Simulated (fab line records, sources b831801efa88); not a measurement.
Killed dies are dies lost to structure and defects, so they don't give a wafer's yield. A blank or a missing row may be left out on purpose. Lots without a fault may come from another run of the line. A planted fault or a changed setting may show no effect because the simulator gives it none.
fab line records | flow gf180mcu
record lots=24 wafers=72 last_day=35
route steps=602 shown M2@365 V2@383 V3@455 V4@480 PASSIVATION@599
lots that met no fault: from a run of the same line without faults
start_h: hours from the record's first day to the start of the lot's first wafer shown | wait_h: hours since the lot's step before | " the same as in the row above | L1.1+2: a row that stands for several wafers | - no value, or no start given | * or withheld: withheld | < > ~ a bound
route shown NAME@n: a module of which the file shows steps, and the number in the route of the first | usual: mean/standard deviation of fault-free wafers | same: alike in all rows | chamber/n: place in a boat | sites: the reading at each site | _std_site: their standard deviation | _edge_site: outer sites' mean less inner sites' | radius_mm: how far each site lies from the wafer's centre | mask NAME#n: copy n | behind: the tool/chamber that last shaped the wafer | hold: why the lot was held/for how many hours/how that ended | device: the transistor (n, p or np) that didn't switch | end of line: the same wafers' tests at the end of the route | a step without rows: its recipe alone | killed: dies lost to structure and defects at the first sort, not the wafer's yield | map: a wafer's dies, x killed, . not, _ none there
set.NAME: the setting as run; set.NAME@STEP: as run at that earlier step | model.NAME: the simulator's own value behind a step, which no gauge read
steps of the route over a sample of lots; a table a step, a row a wafer
services: from which hour (start_h, from the record's first day; less than 0 if before it) a tool's chamber was out of use, for how many hours, and why
## steps
# step GF_M2_SPUTTER_03
# recipe material=Ti target_thk_nm=10 substrate_temp_c=300 chamber_pressure_pa=0.3 power_w=3000 time_s=6.7
# usual cathode_dc_power_W=3000.0/0.58 substrate_temp_c=300.01/0.19 throttle_valve_pct=30.4/1.2
# columns lot.wafer tool chamber start_h wait_h cathode_dc_power_W substrate_temp_c throttle_valve_pct
L074.1 pvd_sputter-04 - 423.46 0.0 2998.9 300.36 31.1
L074.4 " - " " 3000.2 299.95 32.3
L074.5 " - " " 2999.9 300.08 32.4
L075.2 pvd_sputter-04 - 430.40 0.0 3000.0 300.06 32.3
L075.4 " - " " 3000.5 300.01 30.9
L075.5 " - " " 2999.9 300.05 31.0
L076.1 pvd_sputter-04 - 435.79 0.0 3000.0 299.94 31.1
L076.3 " - " " 2999.7 300.06 28.3
L076.4 " - " " 3001.2 299.78 32.5
L077.1 pvd_sputter-03 - 455.93 0.0 2999.9 299.88 30.7
L077.3 " - " " 2999.5 299.84 30.3
L077.6 " - " " 3000.2 300.07 30.4
L078.1 pvd_sputter-02 - 466.75 0.0 3000.1 299.84 29.3
L078.2 " - " " 3001.1 299.60 28.9
L078.5 " - " " 3000.6 300.02 30.7
L079.1 pvd_sputter-03 - 478.63 0.0 3000.2 300.25 31.0
L079.2 " - " " 2999.2 300.05 30.8
L079.6 " - " " 3000.3 300.28 31.0
L080.3 pvd_sputter-04 - 487.47 0.0 2999.8 299.57 31.2
L080.4 " - " " 2999.8 300.16 31.0
L080.6 " - " " 3000.4 299.81 31.0
L081.2 pvd_sputter-02 - 500.14 0.0 3000.6 299.83 29.0
L081.3 " - " " 3000.0 300.30 30.9
L081.4 " - " " 3000.0 299.80 29.7
L082.1 pvd_sputter-03 - 500.34 0.0 2999.1 299.82 31.0
L082.4 " - " " 3000.2 300.03 30.5
L082.5 " - " " 3000.9 300.07 30.2
L083.3 pvd_sputter-04 - 506.07 0.0 2999.9 300.33 31.0
L083.4 " - " " 3000.4 300.10 31.1
L083.6 " - " " 2999.8 299.98 32.3
L084.2 pvd_sputter-02 - 522.79 0.0 3000.3 300.14 30.8
L084.3 " - " " 2999.9 300.18 29.7
L084.5 " - " " 2999.7 300.03 29.1
L085.1 pvd_sputter-03 - 527.46 0.0 3000.1 300.06 31.0
L085.3 " - " " 2999.3 300.16 30.5
L085.4 " - " " 3000.1 299.87 31.2
L086.1 pvd_sputter-04 - 536.32 0.0 3001.2 299.56 31.0
L086.3 " - " " 2999.4 300.05 32.2
L086.5 " - " " 3000.0 299.76 31.2
L087.2 pvd_sputter-04 - 543.35 0.0 3000.1 299.92 28.5
L087.3 " - " " 2999.9 300.15 30.8
L087.5 " - " " 3000.6 299.81 31.2
L088.2 pvd_sputter-02 - 552.80 0.0 3000.3 300.07 29.1
L088.3 " - " " 3000.7 300.07 28.8
L088.5 " - " " 2999.4 300.47 29.1
L089.1 pvd_sputter-02 - 559.05 0.0 2999.4 299.87 29.1
L089.4 " - " " 3000.1 300.31 29.7
L089.6 " - " " 3001.1 300.29 29.5
L090.3 pvd_sputter-04 - 578.88 0.0 3000.6 299.97 28.2
L090.4 " - " " 2999.9 300.13 32.7
L090.6 " - " " 2999.3 299.86 31.2
L091.2 pvd_sputter-02 - 579.78 0.0 2999.1 299.93 28.8
L091.3 " - " " 3000.8 299.69 29.3
L091.5 " - " " 3000.0 300.11 30.5
L092.2 pvd_sputter-04 - 583.08 0.0 3001.4 299.84 28.2
L092.3 " - " " 2999.8 299.96 30.8
L092.6 " - " " 3000.9 300.03 31.2
L093.1 pvd_sputter-02 - 588.07 0.0 3000.2 300.06 29.7
L093.4 " - " " 3000.0 299.79 28.8
L093.5 " - " " 3000.0 300.13 29.6
L094.3 pvd_sputter-04 - 599.89 0.0 3001.2 299.95 30.9
L094.4 " - " " 2999.3 300.23 28.4
L094.6 " - " " 2999.6 299.77 32.6
L095.2 pvd_sputter-04 - 605.33 0.0 3000.2 299.79 31.0
L095.3 " - " " 2999.9 300.08 31.2
L095.6 " - " " 3000.0 300.24 28.4
L096.1 pvd_sputter-03 - 624.65 0.0 2999.8 300.39 30.7
L096.2 " - " " 3000.9 300.03 31.4
L096.3 " - " " 2999.7 300.10 30.6
L097.2 pvd_sputter-02 - 626.18 0.0 2999.3 299.86 30.7
L097.4 " - " " 3000.0 300.17 29.6
L097.5 " - " " 3000.9 299.98 29.6
# step GF_M2_METAL_ETCH_16
# recipe chemistry=Cl2/BCl3 mask_material=KrF target_depth_nm=627.5 stop_on=SiO2 pressure_mtorr=8 icp_w=800 bias_w=140 Cl2_flow_sccm=80 bcl3_flow_sccm=40 time_s=104.6
# usual drypump_motor_current_A=5.7/0.6 oes_product_au=0.974/0.0058 throttle_valve_pct=28.247/0.01
# columns lot.wafer tool chamber start_h wait_h drypump_motor_current_A oes_product_au rf_hours_counter_h throttle_valve_pct
L074.1 rie_metal-02 1 447.86 0.0 6.6 0.984 9 28.230
L074.4 " 0 " " 5.4 0.980 - 28.248
L074.5 " 1 " " 6.6 0.975 - 28.243
L075.2 rie_metal-03 0 453.96 0.0 6.0 0.963 0 28.258
L075.4 " 1 " " 4.8 0.975 - 28.254
L075.5 " 1 " " 4.8 0.981 - 28.258
L076.1 rie_metal-03 1 460.28 0.0 4.8 0.983 4 28.248
L076.3 " 0 " " 6.1 0.978 - 28.253
L076.4 " 1 " " 4.8 0.976 - 28.246
L077.1 rie_metal-03 0 480.03 0.0 6.0 0.974 1 28.242
L077.3 " 1 " " 4.8 0.968 - 28.236
L077.6 " 1 " " 4.8 0.968 - 28.273
L078.1 rie_metal-04 1 491.36 0.0 5.2 0.977 6 28.246
L078.2 " 1 " " 5.2 0.966 - 28.249
L078.5 " 1 " " 5.2 0.977 - 28.246
L079.1 rie_metal-03 1 502.76 0.0 4.8 0.980 5 28.262
L079.2 " 0 " " 6.0 0.976 1 28.264
L079.6 " 1 " " 4.8 0.974 - 28.254
L080.3 rie_metal-04 1 511.18 0.1 5.2 0.977 - 28.231
L080.4 " 1 " " 5.2 0.980 - 28.249
L080.6 " 1 " " 5.2 0.970 - 28.246
L081.2 rie_metal-02 0 523.43 0.0 5.4 0.975 12 28.239
L081.3 " 0 " " 5.4 0.977 - 28.232
L081.4 " 1 " " 6.6 0.978 - 28.257
L082.1 rie_metal-04 1 523.66 0.0 5.2 0.970 7 28.255
L082.4 " 1 " " 5.2 0.979 - 28.249
L082.5 " 1 " " 5.2 0.963 - 28.238
L083.3 rie_metal-03 1 530.10 0.1 4.8 0.982 - 28.243
L083.4 " 0 " " 6.0 0.970 - 28.239
L083.6 " 0 " " 6.0 0.968 - 28.248
L084.2 rie_metal-04 0 546.10 0.1 6.3 0.971 - 28.237
L084.3 " 0 " " 6.3 0.981 - 28.245
L084.5 " 0 " " 6.2 0.966 - 28.238
L085.1 rie_metal-04 0 549.98 0.0 6.3 0.975 1 28.257
L085.3 " 0 " " 6.3 0.978 - 28.253
L085.4 " 0 " " 6.3 0.972 - 28.249
L086.1 rie_metal-04 1 558.18 0.0 5.2 0.970 8 28.255
L086.3 " 0 " " 6.3 0.977 - 28.246
L086.5 " 0 " " 6.3 0.978 - 28.230
L087.2 rie_metal-04 0 563.71 0.0 6.3 0.975 2 28.249
L087.3 " 1 " " 5.2 0.977 - 28.245
L087.5 " 0 " " 6.3 0.972 - 28.239
L088.2 rie_metal-03 0 574.30 0.1 6.0 0.964 - 28.252
L088.3 " 0 " " 6.0 0.957 - 28.263
L088.5 " 0 " " 6.0 0.968 - 28.254
L089.1 rie_metal-02 0 582.01 0.0 5.4 0.966 1 28.253
L089.4 " 0 " " 5.4 0.969 - 28.256
L089.6 " 0 " " 5.4 0.972 - 28.236
L090.3 rie_metal-04 0 599.95 0.1 6.3 0.982 - 28.242
L090.4 " 1 " " 5.2 0.970 - 28.237
L090.6 " 1 " " 5.2 0.981 - 28.249
L091.2 rie_metal-03 1 600.86 0.0 4.8 0.978 7 28.249
L091.3 " 1 " " 4.8 0.985 - 28.247
L091.5 " 1 " " 4.8 0.983 - 28.237
L092.2 rie_metal-04 1 604.16 0.0 5.2 0.984 9 28.228
L092.3 " 1 " " 5.2 0.977 - 28.246
L092.6 " 1 " " 5.2 0.976 - 28.240
L093.1 rie_metal-03 0 608.76 0.0 6.0 0.957 5 28.256
L093.4 " 1 " " 4.8 0.974 - 28.234
L093.5 " 0 " " 6.0 0.972 - 28.242
L094.3 rie_metal-04 0 621.04 0.1 6.3 0.970 - 28.235
L094.4 " 1 " " 5.2 0.982 - 28.228
L094.6 " 0 " " 6.3 0.971 - 28.246
L095.2 rie_metal-03 1 626.56 0.0 4.8 0.981 8 28.218
L095.3 " 1 " " 4.8 0.976 - 28.236
L095.6 " 1 " " 4.8 0.979 - 28.234
L096.1 rie_metal-04 1 645.53 0.0 5.2 0.973 10 28.256
L096.2 " 0 " " 6.3 0.973 4 28.260
L096.3 " 0 " " 6.3 0.979 - 28.254
L097.2 rie_metal-02 0 646.71 0.0 5.4 0.975 2 28.257
L097.4 " 0 " " 5.4 0.967 - 28.234
L097.5 " 1 " " 6.6 0.967 - 28.271
# step GF_V2_THK_MEAS_01
# recipe reads=SiO2_of_V2_CVD_00
# usual V2_CVD_00_THK=599/6.8
# columns lot.wafer tool chamber start_h wait_h V2_CVD_00_THK[nm]
L074.1 film_metro-02 - 448.70 0.1 609
L074.4 " - " " 598
L074.5 " - " " 601
L075.2 film_metro-02 - 454.69 0.0 594
L075.4 " - " " 594
L075.5 " - " " 586
L076.1 film_metro-02 - 461.03 0.0 598
L076.3 " - " " 595
L076.4 " - " " 597
L077.1 film_metro-01 - 480.85 0.0 602
L077.3 " - " " 596
L077.6 " - " " 601
L078.1 film_metro-01 - 492.24 0.0 609
L078.2 " - " " 607
L078.5 " - " " 603
L079.1 film_metro-01 - 503.51 0.0 605
L079.2 " - " " 599
L079.6 " - " " 605
L080.3 film_metro-01 - 511.96 0.1 601
L080.4 " - " " 591
L080.6 " - " " 598
L081.2 film_metro-02 - 524.19 0.0 596
L081.3 " - " " 598
L081.4 " - " " 598
L082.1 film_metro-03 - 524.42 0.0 603
L082.4 " - " " 604
L082.5 " - " " 616
L083.3 film_metro-01 - 530.90 0.1 614
L083.4 " - " " 609
L083.6 " - " " 610
L084.2 film_metro-02 - 554.70 0.2 604
L084.3 " - " " 589
L084.5 " - " " 602
L085.1 film_metro-01 - 554.80 0.0 601
L085.3 " - " " 605
L085.4 " - " " 602
L086.1 film_metro-01 - 558.90 0.0 592
L086.3 " - " " 593
L086.5 " - " " 595
L087.2 film_metro-01 - 564.44 0.0 596
L087.3 " - " " 593
L087.5 " - " " 592
L088.2 film_metro-03 - 575.11 0.0 601
L088.3 " - " " 607
L088.5 " - " " 597
L089.1 film_metro-02 - 582.84 0.0 606
L089.4 " - " " 587
L089.6 " - " " 605
L090.3 film_metro-03 - 600.65 0.1 587
L090.4 " - " " 581
L090.6 " - " " 587
L091.2 film_metro-03 - 601.58 0.0 601
L091.3 " - " " 581
L091.5 " - " " 603
L092.2 film_metro-03 - 604.88 0.0 601
L092.3 " - " " 594
L092.6 " - " " 603
L093.1 film_metro-03 - 609.51 0.0 596
L093.4 " - " " 593
L093.5 " - " " 598
L094.3 film_metro-01 - 621.74 0.1 596
L094.4 " - " " 601
L094.6 " - " " 603
L095.2 film_metro-02 - 627.29 0.0 594
L095.3 " - " " 593
L095.6 " - " " 602
L096.1 film_metro-02 - 646.25 0.0 589
L096.2 " - " " 593
L096.3 " - " " 592
L097.2 film_metro-03 - 647.44 0.0 613
L097.4 " - " " 609
L097.5 " - " " 606
# step GF_V3_CMP_26
# recipe stop_on=SiO2 down_force_psi=3.5 platen_rpm=60 t_overpolish_s=16.34 target_thk_nm=0 pad_velocity_m_s=0.94248
# usual motor_current_A=10.9/1.4 overpolish_run_s=16.339/0.0082 slurry_filter_dp_kPa=13.49/0.14 time_to_endpoint_s=83/3.4
# columns lot.wafer tool chamber start_h wait_h motor_current_A overpolish_run_s slurry_filter_dp_kPa time_to_endpoint_s
L074.4 cmp-02 1 524.89 0.1 10.4 16.334 13.63 83
L074.1 " 2 " " 13.5 16.325 13.71 80
L074.5 " 1 " " 9.8 16.345 13.40 83
L075.2 cmp-01 2 531.82 0.1 9.3 16.338 13.29 90
L075.4 " 3 " " 13.4 16.337 13.63 84
L075.5 " 0 " " 9.8 16.337 13.37 92
L076.4 cmp-02 2 538.21 0.0 13.0 16.340 13.56 80
L076.1 " 3 " " 10.5 16.331 13.42 81
L076.3 " 1 " " 10.3 16.338 13.34 83
L077.1 cmp-02 2 556.11 1.0 13.7 16.340 13.63 81
L077.3 " 3 " " 10.1 16.336 13.60 83
L077.6 " 2 " " 12.9 16.342 13.31 85
L078.1 cmp-02 3 578.72 0.7 10.0 16.347 13.74 80
L078.2 " 1 " " 11.2 16.340 13.43 86
L078.5 " 3 " " 10.9 16.332 13.54 81
L079.2 cmp-02 3 580.87 1.4 10.2 16.325 13.38 79
L079.1 " 0 " " 10.5 16.334 13.41 81
L079.6 " 3 " " 10.3 16.341 13.54 84
L080.3 cmp-02 1 583.90 0.0 10.2 16.344 13.38 86
L080.4 " 2 " " 13.5 16.328 13.65 80
L080.6 " 2 " " 13.6 16.340 13.46 78
L081.2 cmp-02 2 595.40 0.1 13.7 16.338 13.49 80
L081.3 " 3 " " 10.7 16.342 13.68 81
L081.4 " 0 " " 10.5 16.336 13.46 86
L082.1 cmp-01 0 598.70 0.1 10.0 16.356 13.45 83
L082.4 " 1 " " 9.9 16.344 13.52 78
L082.5 " 1 " " 10.7 16.335 13.64 78
L083.3 cmp-01 0 600.58 0.0 9.9 16.345 13.48 86
L083.4 " 1 " " 9.9 16.332 13.28 80
L083.6 " 1 " " 10.2 16.338 13.58 80
L084.3 cmp-01 0 625.00 0.0 10.1 16.340 13.48 85
L084.2 " 3 " " 12.7 16.344 13.35 82
L084.5 " 1 " " 10.7 16.338 13.60 83
L085.1 cmp-01 1 625.37 0.1 9.8 16.339 13.29 80
L085.3 " 2 " " 9.5 16.338 13.31 81
L085.4 " 0 " " 10.5 16.351 13.44 89
L086.1 cmp-01 2 631.54 0.1 9.4 16.338 13.45 81
L086.3 " 1 " " 10.1 16.341 13.17 80
L086.5 " 3 " " 13.1 16.341 13.21 81
L087.2 cmp-02 0 633.85 0.0 10.6 16.324 13.54 81
L087.3 " 3 " " 10.5 16.351 13.53 84
L087.5 " 0 " " 10.9 16.357 13.55 81
L088.3 cmp-02 2 644.64 0.1 13.5 16.351 13.45 84
L088.2 " 3 " " 9.8 16.338 13.47 84
L088.5 " 0 " " 10.1 16.331 13.33 82
L089.4 cmp-01 0 651.14 0.1 9.7 16.342 13.59 90
L089.1 " 2 " " 9.6 16.347 13.77 81
L089.6 " 3 " " 13.3 16.347 13.54 82
L090.3 cmp-02 0 667.02 0.1 10.2 16.350 13.43 82
L090.4 " 1 " " 10.2 16.333 13.47 87
L090.6 " 3 " " 10.3 16.338 13.61 86
L091.2 cmp-02 0 668.92 0.0 10.9 16.342 13.44 83
L091.3 " 3 " " 10.4 16.335 13.52 84
L091.5 " 1 " " 10.0 16.322 13.55 88
L092.2 cmp-01 1 671.42 0.5 9.8 16.328 13.42 81
L092.3 " 3 " " 13.2 16.324 13.47 82
L092.6 " 2 " " 9.2 16.344 13.78 82
L093.1 cmp-01 1 676.04 0.1 9.6 16.334 13.38 82
L093.4 " 2 " " 9.5 16.328 13.52 85
L093.5 " 1 " " 10.4 16.355 13.25 82
L094.4 cmp-02 0 686.52 0.0 10.4 16.347 13.60 82
L094.3 " 2 " " 13.6 16.338 13.59 83
L094.6 " 1 " " 10.3 16.339 13.36 86
L095.2 cmp-02 2 691.75 0.1 13.5 16.336 13.45 84
L095.3 " 3 " " 10.0 16.327 13.45 87
L095.6 " 1 " " 10.0 16.338 13.40 89
L096.1 cmp-01 1 709.19 0.3 10.4 16.329 13.44 87
L096.2 " 2 " " 9.4 16.338 13.53 88
L096.3 " 3 " " 13.5 16.329 13.57 88
L097.4 cmp-01 2 711.29 0.1 9.6 16.344 13.51 84
L097.2 " 1 " " 10.4 16.337 13.45 77
L097.5 " 3 " " 13.0 16.348 13.52 79
# step GF_V4_CMP_04
# recipe material=SiO2 down_force_psi=4 platen_rpm=60 pad_velocity_m_s=0.94248
# usual motor_current_A=11.8/1.5 slurry_filter_dp_kPa=13.51/0.13 time_to_endpoint_s=81/5.3
# columns lot.wafer tool chamber start_h wait_h motor_current_A slurry_filter_dp_kPa time_to_endpoint_s
L074.4 cmp-02 1 555.51 0.6 11.5 13.47 86
L074.1 " 2 " " 14.4 13.38 79
L074.5 " 1 " " 11.3 13.28 89
L075.2 cmp-02 1 556.41 0.5 11.5 13.74 86
L075.4 " 3 " " 11.3 13.55 88
L075.5 " 2 " " 15.2 13.63 84
L076.1 cmp-02 3 560.64 0.1 11.7 13.45 82
L076.3 " 0 " " 11.8 13.55 80
L076.4 " 1 " " 10.5 13.27 92
L077.3 cmp-02 1 581.12 1.4 11.1 13.34 77
L077.1 " 2 " " 14.5 13.60 75
L077.6 " 1 " " 10.9 13.51 81
L078.1 cmp-01 0 601.35 0.1 11.1 13.53 77
L078.2 " 2 " " 10.3 13.46 75
L078.5 " 0 " " 10.5 13.79 86
L079.1 cmp-01 2 603.47 0.1 10.2 13.47 74
L079.2 " 0 " " 11.2 13.46 79
L079.6 " 2 " " 10.1 13.42 82
L080.3 cmp-01 2 606.81 0.1 10.1 13.65 77
L080.4 " 3 " " 14.4 13.30 80
L080.6 " 2 " " 10.4 13.47 77
L081.4 cmp-02 3 617.61 0.0 11.3 13.48 80
L081.3 " 0 " " 11.4 13.68 73
L081.2 " 1 " " 11.0 13.50 74
L082.1 cmp-01 1 621.61 0.1 10.7 13.61 79
L082.4 " 2 " " 10.6 13.33 83
L082.5 " 1 " " 11.2 13.60 78
L083.4 cmp-02 3 622.87 0.0 11.4 13.46 80
L083.3 " 2 " " 14.9 13.48 78
L083.6 " 0 " " 11.1 13.72 85
L084.2 cmp-02 2 647.25 0.1 14.5 13.36 73
L084.3 " 0 " " 11.3 13.38 69
L084.5 " 1 " " 11.0 13.57 80
L085.1 cmp-01 0 647.46 0.1 10.9 13.55 83
L085.4 " 1 " " 10.4 13.69 80
L085.3 " 2 " " 10.0 13.45 82
L086.3 cmp-02 3 654.19 0.0 11.4 13.54 77
L086.1 " 1 " " 11.6 13.48 77
L086.5 " 3 " " 11.6 13.34 86
L087.2 cmp-02 1 655.21 0.1 11.7 13.36 82
L087.3 " 2 " " 14.4 13.69 83
L087.5 " 1 " " 11.1 13.29 90
L088.2 cmp-01 2 665.48 0.0 10.5 13.37 79
L088.3 " 3 " " 15.0 13.86 86
L088.5 " 2 " " 10.5 13.48 80
L089.4 cmp-01 2 672.46 0.1 10.1 13.40 90
L089.1 " 3 " " 14.6 13.48 80
L089.6 " 3 " " 14.2 13.53 82
L090.4 cmp-01 0 688.27 0.1 11.8 13.60 84
L090.3 " 2 " " 10.5 13.57 83
L090.6 " 0 " " 10.7 13.48 86
L091.3 cmp-01 3 690.36 0.1 13.7 13.51 84
L091.2 " 0 " " 11.3 13.64 81
L091.5 " 2 " " 10.4 13.48 88
L092.2 cmp-01 1 692.90 0.1 10.9 13.49 74
L092.3 " 3 " " 13.7 13.41 81
L092.6 " 0 " " 10.9 13.60 91
L093.4 cmp-02 0 696.73 0.0 11.2 13.57 81
L093.1 " 2 " " 14.9 13.42 79
L093.5 " 1 " " 10.8 13.38 91
L094.4 cmp-01 0 706.48 0.0 10.7 13.42 76
L094.3 " 3 " " 13.5 13.53 80
L094.6 " 0 " " 10.7 13.51 87
L095.3 cmp-01 1 712.18 0.1 10.7 13.65 73
L095.2 " 3 " " 13.7 13.51 68
L095.6 " 1 " " 11.0 13.82 79
L096.3 cmp-02 0 728.80 0.0 11.1 13.42 76
L096.2 " 2 " " 14.4 13.67 81
L096.1 " 3 " " 11.7 13.23 73
L097.4 cmp-01 1 730.83 0.1 10.7 13.33 86
L097.2 " 2 " " 10.3 13.46 89
L097.5 " 0 " " 10.9 13.52 91
# step GF_PASSIVATION_STRIP_12
# recipe chemistry=O2/N2 power_w=1400 pressure_mtorr=1545 platen_temp_c=250 o2_flow_sccm=3000 n2_flow_sccm=300 overash_fraction=0.5
# usual drypump_motor_current_A=5.5/0.4 heater_power_w=341/41 oes_product_au=0.724/0.0047 strip_time_to_endpoint_s=34.64/0.22
# columns lot.wafer tool chamber start_h wait_h drypump_motor_current_A heater_power_w oes_product_au rf_hours_counter_h strip_time_to_endpoint_s
L074.1 plasma_asher-02 0 686.63 0.1 5.7 439 0.709 112 34.75
L074.4 " 0 " " 5.7 423 0.732 - 34.73
L074.5 " 1 " " 6.2 301 0.716 - 34.72
L075.2 plasma_asher-01 1 689.75 0.1 5.7 337 0.717 63 34.52
L075.4 " 1 " " 5.7 344 0.726 - 34.63
L075.5 " 1 " " 5.7 350 0.729 - 34.57
L076.1 plasma_asher-04 0 693.83 0.1 4.9 387 0.723 90 34.40
L076.3 " 1 " " 5.9 304 0.724 - 34.45
L076.4 " 0 " " 4.9 391 0.728 - 34.44
L077.1 plasma_asher-01 0 710.25 0.1 5.2 320 0.715 65 34.95
L077.3 " 0 " " 5.2 320 0.726 - 34.57
L077.6 " 0 " " 5.2 323 0.725 - 34.59
L078.1 plasma_asher-01 0 723.74 0.1 5.2 309 0.720 67 34.52
L078.2 " 1 " " 5.7 340 0.720 67 34.51
L078.5 " 1 " " 5.7 346 0.721 - 34.31
L079.1 plasma_asher-02 1 727.84 0.1 6.2 298 0.721 117 35.03
L079.2 " 0 " " 5.8 424 0.724 117 34.92
L079.6 " 1 " " 6.2 301 0.722 - 34.84
L080.3 plasma_asher-01 0 732.53 0.2 5.2 318 0.721 - 34.89
L080.4 " 1 " " 5.7 342 0.723 - 34.35
L080.6 " 1 " " 5.7 341 0.718 - 34.59
L081.2 plasma_asher-04 0 740.28 0.1 4.9 392 0.719 94 34.41
L081.3 " 1 " " 5.9 308 0.726 - 34.44
L081.4 " 0 " " 4.9 398 0.723 - 34.55
L082.1 plasma_asher-01 1 742.59 0.1 5.7 336 0.727 69 34.74
L082.4 " 1 " " 5.7 343 0.730 - 34.87
L082.5 " 0 " " 5.2 314 0.724 - 34.50
L083.3 plasma_asher-01 1 743.91 0.2 5.7 339 0.721 - 34.57
L083.4 " 0 " " 5.2 318 0.729 - 34.81
L083.6 " 0 " " 5.2 321 0.716 - 34.89
L084.2 plasma_asher-04 1 765.49 0.1 5.9 303 0.718 96 34.96
L084.3 " 0 " " 4.9 389 0.719 - 34.87
L084.5 " 0 " " 4.9 388 0.720 - 34.80
L085.1 plasma_asher-01 0 766.94 0.1 5.2 321 0.729 72 34.65
L085.3 " 1 " " 5.7 349 0.724 - 34.59
L085.4 " 0 " " 5.2 316 0.717 - 34.59
L086.1 plasma_asher-01 1 772.89 0.1 5.7 338 0.721 72 34.58
L086.3 " 0 " " 5.2 324 0.721 - 34.59
L086.5 " 1 " " 5.7 343 0.719 - 34.67
L087.2 plasma_asher-01 0 773.08 0.1 5.2 317 0.715 72 34.85
L087.3 " 0 " " 5.2 317 0.729 - 35.06
L087.5 " 0 " " 5.2 321 0.722 - 35.04
L088.2 plasma_asher-04 1 779.06 0.2 5.9 304 0.719 98 34.21
L088.3 " 0 " " 4.9 396 0.717 - 34.57
L088.5 " 1 " " 5.9 304 0.719 - 34.18
L089.1 plasma_asher-01 1 786.83 0.1 5.7 341 0.721 74 34.95
L089.4 " 0 " " 5.2 319 0.722 - 34.23
L089.6 " 1 " " 5.7 336 0.723 - 34.82
L090.3 plasma_asher-01 1 797.82 0.2 5.7 349 0.725 - 34.52
L090.4 " 0 " " 5.2 321 0.725 - 34.46
L090.6 " 0 " " 5.2 326 0.727 - 34.47
L091.2 plasma_asher-02 0 800.03 0.1 5.7 436 0.723 6 34.73
L091.3 " 1 " " 6.2 293 0.725 - 34.78
L091.5 " 0 " " 5.7 440 0.723 - 34.40
L092.2 plasma_asher-02 0 803.29 0.1 5.7 446 0.725 6 34.92
L092.3 " 0 " " 5.7 433 0.724 - 34.73
L092.6 " 0 " " 5.8 441 0.723 - 34.59
L093.1 plasma_asher-01 1 807.59 0.1 5.7 336 0.728 76 34.81
L093.4 " 1 " " 5.7 345 0.727 - 34.99
L093.5 " 0 " " 5.2 318 0.721 - 34.87
L094.3 plasma_asher-04 0 813.51 0.2 4.9 387 0.728 - 34.72
L094.4 " 1 " " 5.9 302 0.719 - 34.30
L094.6 " 1 " " 5.9 299 0.717 - 34.78
L095.2 plasma_asher-04 1 820.44 0.1 5.9 296 0.718 102 34.44
L095.3 " 1 " " 6.0 300 0.729 - 34.50
L095.6 " 1 " " 5.9 301 0.724 - 34.48
L096.1 plasma_asher-04 1 830.63 0.1 5.9 300 0.725 103 34.71
L096.2 " 0 " " 4.9 383 0.721 103 34.44
L096.3 " 0 " " 4.9 385 0.727 - 34.25
L097.2 plasma_asher-04 1 832.48 0.1 5.9 306 0.729 104 34.27
L097.4 " 1 " " 5.9 303 0.724 - 34.32
L097.5 " 1 " " 5.9 301 0.731 - 34.34
## services
# columns tool chamber start_h hours kind
cmp-01 - 404.00 4.0 pm
cmp-02 - 411.36 3.5 pm
cmp-01 - 421.71 2.1 repair
cmp-01 - 422.98 0.7 repair
cmp-01 - 442.69 2.4 repair
cmp-01 - 477.16 4.5 repair
cmp-02 - 518.96 1.6 repair
cmp-02 - 541.22 1.8 repair
cmp-01 - 548.49 2.0 repair
cmp-02 - 551.82 0.3 repair
cmp-02 - 572.62 4.0 pm
cmp-01 - 587.48 1.5 repair
cmp-02 - 624.80 3.8 repair
cmp-02 - 640.30 1.3 repair
cmp-02 - 657.46 9.1 repair
cmp-02 - 670.06 1.8 repair
cmp-01 - 678.37 1.0 repair
cmp-02 - 689.11 1.7 repair
cmp-02 - 701.99 7.1 pm
cmp-01 - 703.72 0.7 repair
cmp-01 - 726.52 0.7 repair
cmp-01 - 744.00 4.0 pm
cmp-01 - 748.00 3.5 pm
cmp-02 - 780.10 7.1 pm
## key
fault none
